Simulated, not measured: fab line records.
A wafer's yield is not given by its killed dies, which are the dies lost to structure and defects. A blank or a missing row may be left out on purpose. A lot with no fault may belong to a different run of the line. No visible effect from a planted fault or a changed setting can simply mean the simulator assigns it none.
Which of the tools did it?    flow sky130    Sampling: 10 lots, 30 wafers, 4 of 708 route steps

== WHAT THE GAUGES SHOWED, per wafer ==
SKY_SD_P_TW_MEAS_11.
lot   measured      on            SD_P_TW
L478  day 25 22:18  filmMetro-01  2811 2817 2823
L479  day 26 12:08  filmMetro-02  2826 2812 2835
L481  day 27 02:12  filmMetro-01  2828 2841 2835
L489  day 29 20:00  filmMetro-04  3018 3006 3007
L490  day 30 06:45  filmMetro-02  3027 3050 3050
L493  day 30 21:02  filmMetro-04  2768 2778 2770
L494  day 31 05:09  filmMetro-04  2748 2783 2776
L498  day 32 19:34  filmMetro-04  2845 2829 2841
L499  day 33 00:34  filmMetro-02  2811 2809 2790
L500  day 33 05:57  filmMetro-02  2796 2805 2798

== WHICH TOOL RAN EACH LOT (tool, then ch and the chambers of the sampled wafers, then the start) ==
lot   SKY_LDD_LDN_STRIP_12                 SKY_SD_P_IMPLANT_09              SKY_SD_P_STRIP_10
L478  plasmaAsher-04 ch 0,1, day 23 08:50  implanter-03 ch 0, day 25 22:04  plasmaAsher-02 ch 0,1, day 25 22:11
L479  plasmaAsher-03 ch 1, day 23 22:41    implanter-03 ch 0, day 26 11:53  plasmaAsher-02 ch 1, day 26 12:02
L481  plasmaAsher-04 ch 0,1, day 24 12:56  implanter-03 ch 0, day 27 01:57  plasmaAsher-01 ch 0,1, day 27 02:06
L489  plasmaAsher-03 ch 0, day 27 09:11    implanter-03 ch 0, day 29 19:46  plasmaAsher-04 ch 0,1, day 29 19:53
L490  plasmaAsher-02 ch 0,1, day 27 19:59  implanter-03 ch 0, day 30 06:31  plasmaAsher-01 ch 0,1, day 30 06:38
L493  plasmaAsher-04 ch 0,1, day 28 11:22  implanter-04 ch 0, day 30 20:50  plasmaAsher-02 ch 0,1, day 30 20:56
L494  plasmaAsher-02 ch 0,1, day 28 18:59  implanter-04 ch 0, day 31 04:54  plasmaAsher-02 ch 1, day 31 05:03
L498  plasmaAsher-03 ch 0, day 30 09:08    implanter-02 ch 0, day 32 19:20  plasmaAsher-02 ch 0,1, day 32 19:27
L499  plasmaAsher-04 ch 0,1, day 30 14:52  implanter-02 ch 0, day 33 00:21  plasmaAsher-04 ch 0,1, day 33 00:29
L500  plasmaAsher-02 ch 0,1, day 30 21:53  implanter-02 ch 0, day 33 05:42  plasmaAsher-01 ch 0,1, day 33 05:51
- SKY_LDD_LDN_STRIP_12: strips in O2/N2.
- SKY_SD_P_IMPLANT_09
- SKY_SD_P_STRIP_10: strips in O2/N2.

== THE ANSWER, worked out from the rows above alone ==
Rule: what is usual is taken from the lots themselves. Put in order of their means at a reading, lots are off if they are a third of the lots or fewer, leave a main group of 4 or more, and stand apart from it by a gap of 3 or more times the standard deviation of the main group's means; of several such gaps the widest counts. The tables above print the reading to a certain number of digits; a main group whose means all agree to those digits is not used. A lot without any number at a reading at which 4 lots or more have one is off too. All remaining lots with rows at the step are treated as sound.
Off: at SKY_SD_P_TW_MEAS_11 (SD_P_TW), L489, L490. Main group: mean 2807, sd 25.
If a tool, at a process step before that reading, ran all the lots that are off and no sound lot after the first of them, it fits. Those tools and the gauges at SKY_SD_P_TW_MEAS_11 are tried in the same way. One candidate fits, namely implanter-03 at SKY_SD_P_IMPLANT_09. A fault onset in the window from L481 (day 27 01:57, its last sound lot) to L489 (day 29 19:46, its first lot off) fits.

== WHAT THE SIMULATOR HAD PUT IN ==
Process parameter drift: implanter-03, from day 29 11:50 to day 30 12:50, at SKY_SD_P_IMPLANT_09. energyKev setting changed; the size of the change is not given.
Lots struck among those shown: L489, L490. The rule above found the same.
